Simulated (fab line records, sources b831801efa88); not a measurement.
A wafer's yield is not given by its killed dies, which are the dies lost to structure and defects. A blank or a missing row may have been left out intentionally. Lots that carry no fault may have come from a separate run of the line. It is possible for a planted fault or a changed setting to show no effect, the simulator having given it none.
fab line records | flow sky130
[record] lots = 5 wafers = 15 last_day = 50
route steps=708 shown LOCAL_INTERCONNECT@396 CONTACT@406 METAL1@434 PAD_OPEN@708
lots with no fault: from the same line, run without faults
start_h: hours from the record's first day to the start of the lot's first wafer shown | wait_h: time in hours since the lot's previous step | " as in the row above | L1.1+2: one row covering several wafers at once | - no value, or no start was given | * or withheld: withheld | < > ~ a bound
route shown NAME@n: NAME is a module with steps in the file, n the number in the route of the first one | usual: mean/standard deviation taken from wafers without a fault | same: alike in all rows | chamber/n: place in a boat | sites: per-site readings | _std_site: the standard deviation of these | _edge_site: outer sites' mean less inner sites' | radius_mm: for every site, how far away it sits from the centre of the wafer | mask NAME#n: copy n | behind: the last tool/chamber to shape the wafer | hold: reason for holding the lot/hours on hold/outcome of the hold | device: the n, p or np transistor that did not switch | end of line: the route-end tests of the same wafers | where a step has no rows: the recipe by itself | killed: at the first sort, the dies lost to defects and structure; wafer yield is something else | map: a wafer's dies, marking killed ones x, the rest . and places with no die _
set.NAME: the run value of the setting; set.NAME@STEP: its run value at that earlier step | model.NAME: the simulator's own value behind a step, which no gauge read
a table for each step, a row for each wafer; lots at some steps of the route
services: when a tool's chamber went out of use (start_h, in hours from the record's first day, below 0 if earlier), for how many hours, and the reason
[[steps]]
[step SKY_LOCAL_INTERCONNECT_PEB_09]
[recipe] peb_temp_c = withheld peb_time_s = withheld resist = KrF-thick
[step SKY_LOCAL_INTERCONNECT_DEVELOP_10]
[recipe] develop_time_s = 60 resist = KrF-thick dev_temp_c = 21
[step SKY_LOCAL_INTERCONNECT_ETCH_13]
[recipe] chemistry = N2/H2 target = BARC ion_energy_ev = 200 bias_w = 100 pressure_mtorr = 30 n2_flow_sccm = 100 h2_flow_sccm = 200 icp_w = 500 stop_on = SiO2 time_s = 45.9 target_depth_a = 600
[step SKY_LOCAL_INTERCONNECT_METAL_ETCH_14]
[recipe] target_depth_nm = 110 stop_on = PSG chemistry = Cl2/BCl3 target = TiN resist_sidewall_deg = 88 pressure_mtorr = 10 icp_w = 900 bias_w = 48.5 Cl2_flow_sccm = 60 bcl3_flow_sccm = 30 time_s = 31.4
[step SKY_LOCAL_INTERCONNECT_STRIP_15]
[recipe] chemistry = O2/N2 power_w = 1400 pressure_mtorr = 1500 platen_temp_c = withheld o2_flow_sccm = 3000 n2_flow_sccm = 300 overash_fraction = 0.5
[step SKY_LOCAL_INTERCONNECT_STRIP_16]
[recipe] chemistry = post_etch_residue_remover time_s = 1200 temp_c = 72.5
[step SKY_LOCAL_INTERCONNECT_CLEAN_17]
[recipe] chemistry = IPA time_s = 180 temp_c = 25
[step SKY_LOCAL_INTERCONNECT_CLEAN_18]
[recipe] chemistry = O3/DIW dry = n2_spin
[step SKY_CONTACT_CVD_00]
[recipe] material = Si3N4 target_thk_nm = 75 temp_c = 400 time_s = withheld rf_w = 450
[step SKY_CONTACT_HDPCVD_02]
[recipe] material = SiO2 target_thk_nm = 565 sigma_open_frac = 0.3 time_s = 94.2 temp_c = 600 sih4_flow_sccm = 60 pressure_mtorr = 6
// columns lot.wafer tool chamber start_h wait_h
L523.1+4+6 hdpcvd-02 0,2,0 772.54 0.1
L524.3+4+6 hdpcvd-02 2,0,2 778.88 0.1
L528.1+2+6 hdpcvd-02 2,0,0 804.66 0.1
L532.1+4+6 hdpcvd-01 2,0,2 830.17 0.1
L537.1+3+6 hdpcvd-02 1,0,0 881.60 0.1
[step SKY_CONTACT_CMP_04]
[recipe] material = SiO2 down_force_psi = 4 platen_rpm = 60 pad_velocity_m_s = 0.94248
[step SKY_CONTACT_DEHYDRATE_06]
[recipe] temp_c = 200 time_s = 60
[step SKY_CONTACT_HMDS_07]
[recipe] prime_time_s = 60 prime_temp_c = 120
[step SKY_CONTACT_COAT_08]
[recipe] resist = BARC temp_c = withheld time_s = withheld spin_rpm = 3000 resist_thk_nm = 60
[step SKY_CONTACT_COAT_09]
[recipe] resist = KrF-thick spin_rpm = 3000 resist_thk_nm = 450
[step SKY_CONTACT_SOFTBAKE_10]
[recipe] temp_c = 100 time_s = 90 resist = KrF-thick
[step SKY_CONTACT_EXPOSE_11]
[recipe] mask_id = CTM1 na = 0.8 source_shape = annular sigma_inner = 0.55 sigma_outer = 0.85 target_cd_nm = 170 dose_mj = 38
[step SKY_CONTACT_PEB_12]
[recipe] peb_temp_c = withheld peb_time_s = withheld resist = KrF-thick
[step SKY_CONTACT_DEVELOP_13]
[recipe] develop_time_s = 60 resist = KrF-thick dev_temp_c = 21
[step SKY_CONTACT_ETCH_16]
[recipe] chemistry = N2/H2 target = BARC ion_energy_ev = 200 source_w = 500 bias_w = 100 pressure_mtorr = 30 n2_flow_sccm = 100 h2_flow_sccm = 200 stop_on = SiO2 time_s = 45.9 target_depth_a = 600
[step SKY_CONTACT_ETCH_17]
[recipe] target = SiO2 chemistry = C4F8/O2/Ar stop_on = Si3N4 mask_material = KrF-thick source_w = 1500 bias_w = 1200 pressure_mtorr = 40 c4f8_flow_sccm = withheld O2_flow_sccm = 6 Ar_flow_sccm = 300 time_s = withheld target_depth_a = 3400
[step SKY_CONTACT_ETCH_18]
[recipe] target = Si3N4 chemistry = CHF3/O2 stop_on = TiN source_w = 600 bias_w = 200 pressure_mtorr = 40 chf3_flow_sccm = 50 O2_flow_sccm = 5 time_s = 39 target_depth_a = 750
[step SKY_CONTACT_STRIP_19]
[recipe] chemistry = O2/N2 power_w = 1400 pressure_mtorr = 1500 platen_temp_c = withheld o2_flow_sccm = 3000 n2_flow_sccm = 300 overash_fraction = 0.5
[step SKY_CONTACT_STRIP_20]
[recipe] chemistry = post_etch_residue_remover time_s = 1200 temp_c = 72.5
[step SKY_CONTACT_CLEAN_21]
[recipe] chemistry = IPA time_s = 180 temp_c = 25
[step SKY_CONTACT_CLEAN_22]
[recipe] chemistry = O3/DIW dry = n2_spin
[step SKY_CONTACT_SPUTTER_23]
[recipe] material = TiN target_thk_nm = 20 chamber_pressure_pa = 5 power_w = 4000 time_s = 80
[step SKY_CONTACT_CVD_24]
[recipe] material = W target_thk_nm = 340 time_s = 102.12 temp_c = 400 pressure_torr = 40
[step SKY_CONTACT_CMP_27]
[recipe] stop_on = SiO2 t_overpolish_s = 15 down_force_psi = 3.5 platen_rpm = 60 target_thk_nm = 0 pad_velocity_m_s = 0.94248
[step SKY_METAL1_SPUTTER_00]
[recipe] material = Ti target_thk_nm = 15 power_w = 3000 time_s = 10 chamber_pressure_pa = 0.4
[step SKY_METAL1_SPUTTER_01]
[recipe] material = TiN target_thk_nm = 20 power_w = 6500 time_s = 16.7 chamber_pressure_pa = 0.4
[step SKY_METAL1_SPUTTER_02]
[recipe] material = AlCu target_thk_nm = 250 power_w = 10600 time_s = 13.3 chamber_pressure_pa = 0.4
[step SKY_METAL1_SPUTTER_03]
[recipe] material = Ti target_thk_nm = 5 power_w = 3000 time_s = 3.3 chamber_pressure_pa = 0.4
[step SKY_PAD_OPEN_PROBE_99]
[usual] killed_at_M0_to_M3 = 42/7.4 killed_at_M4_up = 3.3/2.1 killed_at_contacts = 24/5.3 killed_at_front_end = 15/4.5 killed_at_other = 0.3/0.57 killed_dies = 84/10 killed_open = 46/7.5 killed_short = 38/6.4
[same] gross_dies = 492 killed_at_back_side = 0
// columns lot.wafer tool chamber start_h wait_h hold killed_at_M0_to_M3 killed_at_M4_up killed_at_contacts killed_at_front_end killed_at_other killed_dies killed_open killed_short
L523.1 prober-01 - 1123.65 0.1 await_dispo/4.1h/release 38 6 69 14 0 127 45 30
L523.4 prober-01 - 1123.80 0.2 await_dispo/4.1h/release 35 4 81 13 0 133 45 30
L523.6 prober-01 - 1123.90 0.2 await_dispo/4.1h/release 35 2 74 15 0 126 36 43
L524.3 prober-01 - 1130.03 0.2 await_dispo/4.4h/release 52 5 76 15 0 148 52 38
L524.4 prober-01 - 1130.08 0.2 await_dispo/4.4h/release 50 4 84 19 0 157 54 47
L524.6 prober-01 - 1130.18 0.2 await_dispo/4.4h/release 32 5 82 13 0 132 44 35
L528.1 prober-02 - 1147.41 0.1 await_dispo/3.2h/release 43 0 83 7 0 133 38 30
L528.2 prober-02 - 1147.46 0.1 await_dispo/3.2h/release 45 3 65 6 1 120 25 42
L528.6 prober-02 - 1147.66 0.2 await_dispo/3.2h/release 43 4 68 19 0 134 39 46
L532.4 prober-01 - 1164.77 0.2 - 36 3 31 19 0 89 53 34
L532.6 prober-01 - 1164.87 0.2 - 36 3 23 14 0 76 41 35
L537.1 prober-02 - 1195.22 0.1 - 51 2 18 12 0 83 39 44
L537.3 prober-02 - 1195.32 0.2 - 39 1 22 18 1 81 38 42
L537.6 prober-02 - 1195.47 0.2 - 37 5 36 16 0 94 57 37
// killed by level:class
L523.1 CONTACT:unspecified=52 VIA1:geometric_particle:open=10 CONTACT:geometric_particle:open=10 VIA2:geometric_particle:short=7 VIA2:geometric_particle:open=7 VIA3:geometric_particle:open=4 FIELD_ISO:geometric_particle:open=3 POLY_GATE:geometric_particle:short=3
L523.4 CONTACT:unspecified=58 CONTACT:geometric_particle:open=9 VIA3:geometric_particle:open=7 VIA1:geometric_particle:open=6 LOCAL_INTERCONNECT:geometric_particle:short=5 CONTACT:geometric_particle:short=5 VIA2:geometric_particle:open=5 POLY_GATE:geometric_particle:open=4
L523.6 CONTACT:unspecified=47 CONTACT:geometric_particle:open=11 LOCAL_INTERCONNECT:geometric_particle:short=6 VIA1:geometric_particle:open=6 VIA2:geometric_particle:open=6 POLY_GATE:geometric_particle:short=5 VIA1:geometric_particle:short=5 METAL3:geometric_particle:short=5
L524.3 CONTACT:unspecified=58 VIA1:geometric_particle:open=13 METAL2:geometric_particle:short=9 CONTACT:geometric_particle:open=9 METAL1:geometric_particle:short=7 VIA3:geometric_particle:open=6 LI_CONTACT:geometric_particle:open=5 FIELD_ISO:geometric_particle:open=3
L524.4 CONTACT:unspecified=56 CONTACT:geometric_particle:open=13 LI_CONTACT:geometric_particle:open=8 METAL2:geometric_particle:short=8 CONTACT:geometric_particle:short=7 VIA1:geometric_particle:open=7 VIA3:geometric_particle:open=7 POLY_GATE:geometric_particle:short=6
L524.6 CONTACT:unspecified=53 CONTACT:geometric_particle:open=10 VIA1:geometric_particle:open=9 VIA3:geometric_particle:open=7 VIA3:geometric_particle:short=6 CONTACT:geometric_particle:short=5 POLY_GATE:geometric_particle:open=4 VIA1:geometric_particle:short=4
L528.1 CONTACT:unspecified=65 VIA1:geometric_particle:open=11 CONTACT:geometric_particle:open=8 VIA2:geometric_particle:open=7 METAL1:geometric_particle:short=6 METAL2:geometric_particle:short=6 POLY_GATE:geometric_particle:short=4 VIA3:geometric_particle:open=4
L528.2 CONTACT:unspecified=53 VIA1:geometric_particle:open=10 VIA2:geometric_particle:open=7 METAL1:geometric_particle:short=7 CONTACT:geometric_particle:short=6 VIA2:geometric_particle:short=5 VIA1:geometric_particle:short=4 METAL3:geometric_particle:short=4
L528.6 CONTACT:unspecified=49 VIA1:geometric_particle:open=9 METAL1:geometric_particle:short=7 FIELD_ISO:geometric_particle:short=6 METAL2:geometric_particle:short=6 LI_CONTACT:geometric_particle:open=6 VIA1:geometric_particle:short=5 CONTACT:geometric_particle:open=5
L532.4 CONTACT:geometric_particle:open=9 LI_CONTACT:geometric_particle:open=9 VIA2:geometric_particle:open=9 POLY_GATE:geometric_particle:open=5 VIA1:geometric_particle:open=5 FIELD_ISO:geometric_particle:open=4 LOCAL_INTERCONNECT:geometric_particle:short=4 CONTACT:geometric_particle:short=4
L532.6 CONTACT:geometric_particle:open=8 LI_CONTACT:geometric_particle:open=6 VIA1:geometric_particle:open=6 VIA2:geometric_particle:open=6 VIA3:geometric_particle:open=5 METAL1:geometric_particle:short=5 POLY_GATE:geometric_particle:short=4 CONTACT:geometric_particle:short=4
L537.1 VIA3:geometric_particle:open=9 VIA1:geometric_particle:open=8 VIA1:geometric_particle:short=7 CONTACT:geometric_particle:open=6 FIELD_ISO:geometric_particle:short=5 METAL3:geometric_particle:short=5 LI_CONTACT:geometric_particle:open=5 METAL1:geometric_particle:short=5
L537.3 VIA1:geometric_particle:open=10 CONTACT:geometric_particle:short=8 METAL2:geometric_particle:short=8 FIELD_ISO:geometric_particle:short=7 FIELD_ISO:geometric_particle:open=6 LI_CONTACT:geometric_particle:open=5 VIA2:geometric_particle:open=5 CONTACT:geometric_particle:open=4
L537.6 LI_CONTACT:geometric_particle:open=12 CONTACT:geometric_particle:open=10 FIELD_ISO:geometric_particle:open=8 VIA1:geometric_particle:open=8 VIA3:geometric_particle:open=7 LI_CONTACT:geometric_particle:short=5 LOCAL_INTERCONNECT:geometric_particle:open=4 METAL1:geometric_particle:short=4
// map L523.4 (x killed, . not)
__________...x....x._________
________....xx..x..x.x_______
______..x.xx.x...x......_____
_____....x...x........x..____
____x.xx.......x..x.....x.___
___...........x..x...x..x..__
__.........x.xxxx...x..x...._
_.x...x...xxxxxxxxxx.........
_.xx.......xxxxxxxxxx...xx...
_x.xx...x..xxxxxxxxxx........
_..x.......xxxxxxxx......x...
_.....x....xxxxxxxx.x........
_.x...xx..xx.xxxx.......x....
_x......xx..x.x.x.x..........
_.x......x....x.x.........x..
__..x..x.....x.x...x...x...._
___..x...x.................__
____...x.......x........x.___
_____.xx.x....x....x.....____
______.....x..x........._____
________.............._______
__________........x._________
// map L524.4 (x killed, . not)
__________.xxxxxxxx._________
________...xxxxxxxx.x._______
______......xxxxxxxxxx.x_____
_____.x..xxxxxxxxxxxx....____
____......xxxxxxxxxx.x....___
___.xx......x.x.xxxxxx.....__
__.........xxxx..xx...x....._
_x..........x...xx.....x...x.
_.xx......................x..
_...x...x..x.xx..x........x..
_.x...x..........x..x..x.....
_....xx...xx..x..xx........xx
_...x.......x.x...x.x...x....
_..x.x............x....x.....
_.....x....xx..xx..x..xx.....
__x.x.xxxx.x........xx..x..x_
___.xx.....xx.x.x.....x..x.__
____.x...........x.x.x..xx___
_____..x..........x.x....____
______..xx..xxx..x......_____
________x....xx.x....._______
__________.x..x....._________
[[services]]
// columns tool chamber start_h hours kind
hdpcvd-02 1 778.30 13.5 repair
hdpcvd-01 2 843.11 5.8 repair
[[key]]
[first_sign] step = SKY_PAD_OPEN_PROBE_99 reading = killed_at_contacts direction = up sigmas = 9.8 usual = 24 struck = 76
[effect] step = SKY_PAD_OPEN_PROBE_99 reading = killed_dies direction = up sigmas = 5 usual = 84 struck = 134
met_at SKY_CONTACT_HDPCVD_02
struck_wafers L523.1,L523.4,L523.6,L524.3,L524.4,L524.6,L528.1,L528.2,L528.6
tester_left_out L523,L524,L528
[fault] kind = chamber_particle_source tool = hdpcvd-02 chamber = - onset_h = 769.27 steps = SKY_CONTACT_HDPCVD_02 rate_per_visit_cm2 = 1.0971 end_h = 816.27
// tester_left_out: of these lots the tester's yield and bins aren't shown, on N5 and GAA mostly nor the transistor test; their killed dies are dies lost to structure and defects alone, not to doping, threshold or leakage, so they don't give the yield
